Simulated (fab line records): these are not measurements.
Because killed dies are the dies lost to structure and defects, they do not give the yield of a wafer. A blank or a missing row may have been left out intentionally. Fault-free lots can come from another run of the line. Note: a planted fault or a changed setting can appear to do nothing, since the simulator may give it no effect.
8D (eight disciplines) problem report, filled in by code    flow sky130    the parts of the form that need people (team, actions taken, sign-off) are left out

1. THE ISSUE
rf-fwd-power-W at SKY_METAL4_METAL_ETCH_18 reads a mean of 1038 W on 5 wafers of 3 lots; wafers without a fault read 896 W with a standard deviation of 3.1. That is +46 standard deviations from the usual mean.
The step: etches the open film in Cl2/BCl3, stops on SiO2, target depth 845 nm, time 183.1 s.
First observed at day 46 11:13: wafer L262.5, on rie-metal-02. The record holds 30 wafers of 10 lots with a number at this step. The rule behind "out" and "out of limits": a value lying over 4 standard deviations away from the usual mean. The other wafers with a number count as sound.

2. WHAT IT IS AND WHAT IT IS NOT
question                     is                                      is not
which readings at this step  rf-fwd-power-W                          drypump-motor-current-A, oes-product-au, throttle-valve-pct
which lots                   L262, L264, L265                        L251, L252, L254, L258, L263, L269, L270
which wafers of those lots   L262.5, L264.2, L264.6, L265.4, L265.6  L262.4, L262.6, L264.3, L265.2
read on which tools          rie-metal-02                            rie-metal-01
when                         from day 46 11:13                       up to then (17 sound wafers); but 8 sound wafers of L264, L265, L269, L270 came after

3. THE SUSPECTS, EACH WITH WHAT RULES IT OUT
Counting: any tool at a process step up to the reading remains a suspect provided it ran every lot that is out. Sound lots after the first of them don't rule it out here, since some wafers of a struck lot are sound.
- rie-metal-02 at SKY_METAL4_METAL_ETCH_18 (etches the open film in Cl2/BCl3, stops on SiO2, target depth 845 nm, time 183.1 s): kept. It processed each lot that is out (first: L262, day 46 11:13); up to then, its last sound lot is L258 (day 44 23:36). Its own readings are out on those wafers: rf-fwd-power-W.
- Within rie-metal-02 at SKY_METAL4_METAL_ETCH_18: the wafers that are out ran in chamber 1; their sound lot-mates ran in chamber 0.
Remaining after the count: rie-metal-02 at SKY_METAL4_METAL_ETCH_18.

4. THE CAUSE (what the simulator had put in)
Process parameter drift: rie-metal-02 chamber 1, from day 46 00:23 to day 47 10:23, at SKY_METAL4_METAL_ETCH_18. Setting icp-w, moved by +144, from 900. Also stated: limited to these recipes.
The count eliminated every tool but this one.

5. THE EFFECT CHAIN, in route order
One row per reading whose mean, taken over the struck wafers that have a number, lies over 3 standard deviations from the usual. Only readings for which the record gives a usual standard deviation are gone through. hours: the time from each lot's start at the first step in this table that gives one to its start at this step, as a median over the lots. sigmas: the change in usual standard deviations.
hours  step                      reading                   usual       on struck wafers  change  sigmas
0      SKY_METAL4_METAL_ETCH_18  rf-fwd-power-W            896 W       1038              +142    +46
0      SKY_METAL4_STRIP_19       oes-product-au            0.503 a.u.  0.473             -0.030  -6.3
0      SKY_METAL4_STRIP_19       strip-time-to-endpoint-s  6.56 s      5.80              -0.76   -13
It contains these process steps:
- SKY_METAL4_METAL_ETCH_18: etches the open film in Cl2/BCl3, stops on SiO2, target depth 845 nm, time 183.1 s.
- SKY_METAL4_STRIP_19: strips in O2/N2.

6. HOW IT WOULD HAVE BEEN CAUGHT EARLIER
In this record the first reading out of limits was taken at day 46 11:13, 11 hours after the fault began at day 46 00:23.
